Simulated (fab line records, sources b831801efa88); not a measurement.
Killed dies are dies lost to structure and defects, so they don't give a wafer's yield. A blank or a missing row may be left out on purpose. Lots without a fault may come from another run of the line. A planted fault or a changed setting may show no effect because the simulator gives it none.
A struck lot beside a sound one | flow sky130 | 44 steps out of a route of 708
Sound: wafers L330.1, L330.2, L330.3. Struck: wafer L349.6. (L349.4, L349.5 of the same lot were not struck and are left out.) The cause comes at the end.
At each step with rows: each side's tool, then ch and its chambers, then its first start. Under that, the readings that differ: sound wafers | struck wafers | difference of the means | sigmas: that difference in standard deviations of wafers without a fault.
alike: readings whose means differ by less than 2 such deviations, and words and numbers that are the same on both sides. not compared: withheld readings, readings that some wafer has no value for, bounds like >300 that may hide the same value, and numbers for which the record gives no deviation and whose values overlap.
The two part at a step that has a row with sigmas, a row that says differs or no value, or rows on one side only. Numbers that don't overlap but have no deviation are shown without sigmas and don't part them. A reading that every wafer of one side lacks parts them only if that side has two wafers or more.

first, 8 steps without rows for these wafers: SKY_DNWELL_DEHYDRATE_00 (time 60 s); SKY_DNWELL_HMDS_01 (prime time 60 s); SKY_DNWELL_COAT_02 (resist thk 3000 nm); SKY_DNWELL_SOFTBAKE_03; SKY_DNWELL_EXPOSE_04 (exposes mask DNM, target cd 3000 nm); SKY_DNWELL_PEB_05; SKY_DNWELL_DEVELOP_06 (develop time 60 s); SKY_DNWELL_IMPLANT_07.
SKY_DNWELL_STRIP_08: strips in O2/N2.
  sound on plasma_asher-03 ch 0,1, day 3 09:01; struck on plasma_asher-03 ch 1, day 7 14:39
  alike: drypump_motor_current_A, o2_flow_sccm, oes_product_au, strip_time_to_endpoint_s
  not compared: rf_hours_counter_h
SKY_DNWELL_TW_MEAS_09:
  sound on film_metro-02, day 3 09:07; struck on film_metro-01, day 7 14:45
  alike: DNWELL_TW
then, 2 steps without rows for these wafers: SKY_PWDE_DEHYDRATE_00 (time 60 s); SKY_PWDE_HMDS_01 (prime time 60 s).
SKY_PWDE_COAT_02: resist thk 3000 nm.
  sound on litho_track-03 ch 0, day 3 17:04; struck on litho_track-04 ch 0, day 8 00:29
  reading                                | sound          | struck | difference | sigmas
  model.coat_of_PWDE_COAT_02.thk_nm (nm) | 3001 3005 2999 | 513.4  | -2488.3    |
  alike: dispense_pressure_kPa, spin_speed_rpm
then, 3 steps without rows for these wafers: SKY_PWDE_SOFTBAKE_03; SKY_PWDE_EXPOSE_04 (exposes mask PWDEM, target cd 840 nm); SKY_PWDE_PEB_05.
SKY_PWDE_DEVELOP_06: develop time 60 s.
  sound on litho_track-03 ch 0; struck on litho_track-04 ch 0
  reading                                | sound          | struck | difference | sigmas
  model.coat_of_PWDE_COAT_02.thk_nm (nm) | 2997 3001 2995 | 509.1  | -2488.6    |
SKY_PWDE_OVL_MEAS_07:
  sound on overlay-01, day 4 01:13; struck on overlay-02, day 8 10:50
  alike: PWDE_OVL
then, 1 step without rows for these wafers: SKY_PWDE_IMPLANT_08.
SKY_PWDE_STRIP_09: strips in O2/N2.
  sound on plasma_asher-02 ch 0,1, day 4 01:25; struck on plasma_asher-01 ch 1, day 8 11:02
  reading                      | sound             | struck | difference | sigmas
  oes_product_au (a.u.)        | 0.727 0.715 0.718 | 0.531  | -0.189     | -39
  strip_time_to_endpoint_s (s) | 36.92 36.98 36.89 | 7.24   | -29.69     | -99 or more
  alike: drypump_motor_current_A, o2_flow_sccm
  not compared: rf_hours_counter_h
SKY_PWDE_TW_MEAS_10:
  sound on film_metro-02, day 4 01:31; struck on film_metro-03, day 8 11:08
  reading | sound             | struck | difference | sigmas
  PWDE_TW | 369.0 369.1 371.1 | 376.7  | +7.0       | +3
then, 7 steps without rows for these wafers: SKY_NWELL_DEHYDRATE_03 (time 60 s); SKY_NWELL_HMDS_04 (prime time 60 s); SKY_NWELL_COAT_05 (resist thk 3000 nm); SKY_NWELL_SOFTBAKE_06; SKY_NWELL_EXPOSE_07 (exposes mask NWM, target cd 840 nm); SKY_NWELL_PEB_08; SKY_NWELL_DEVELOP_09 (develop time 60 s).
SKY_NWELL_OVL_MEAS_10:
  sound on overlay-02, day 4 18:38; struck on overlay-02, day 9 08:27
  alike: NWELL_00_OVL
then, 3 steps without rows for these wafers: SKY_NWELL_IMPLANT_11; SKY_NWELL_IMPLANT_12; SKY_NWELL_IMPLANT_13.
SKY_NWELL_STRIP_14: strips in O2/N2.
  sound on plasma_asher-01 ch 0,1, day 4 19:07; struck on plasma_asher-01 ch 1, day 9 08:57
  alike: drypump_motor_current_A, o2_flow_sccm, oes_product_au, strip_time_to_endpoint_s
  not compared: rf_hours_counter_h
SKY_NWELL_TW_MEAS_15:
  sound on film_metro-02, day 4 19:14; struck on film_metro-01, day 9 09:03
  alike: NWELL_TW
then, 7 steps without rows for these wafers: SKY_NWELL_DEHYDRATE_16 (time 60 s); SKY_NWELL_HMDS_17 (prime time 60 s); SKY_NWELL_COAT_18 (resist thk 3000 nm); SKY_NWELL_SOFTBAKE_19; SKY_NWELL_EXPOSE_20 (exposes mask NWM COMPLEMENT, target cd 840 nm); SKY_NWELL_PEB_21; SKY_NWELL_DEVELOP_22 (develop time 60 s).
SKY_NWELL_OVL_MEAS_23:
  sound on overlay-02, day 5 13:22; struck on overlay-02, day 10 07:12
  alike: NWELL_01_OVL
SKY_NWELL_TW_MEAS_26:
  sound on film_metro-03, day 5 13:39; struck on film_metro-03, day 10 07:30
  reading    | sound       | struck | difference | sigmas
  NWELL_2_TW | 495 499 495 | 534    | +38        | +12
-- the record jumps here: 40 days lie between the struck wafers' starts before and after (it left off in module NWELL and takes up again in module PAD_OPEN, whose first step shown is number 708 of the route) --
SKY_PAD_OPEN_PROBE_99:
  sound on prober-02, day 46 03:38; struck on prober-02, day 50 12:44
  reading             | sound    | struck | difference | sigmas
  killed_at_front_end | 19 15 16 | 414    | +397       | +99 or more
  killed_at_other     | 0 0 0    | 2      | +2         | +4
  killed_dies         | 93 86 95 | 492    | +401       | +47
  killed_on_rim       | 26 14 20 | 96     | +76        | +19
  alike: killed_at_M0_to_M3, killed_at_M4_up, killed_at_contacts, killed_open, killed_short

WHERE THEY PART
First at SKY_PWDE_STRIP_09; last, within this record, at SKY_PAD_OPEN_PROBE_99.

WHY: what the simulator had put in
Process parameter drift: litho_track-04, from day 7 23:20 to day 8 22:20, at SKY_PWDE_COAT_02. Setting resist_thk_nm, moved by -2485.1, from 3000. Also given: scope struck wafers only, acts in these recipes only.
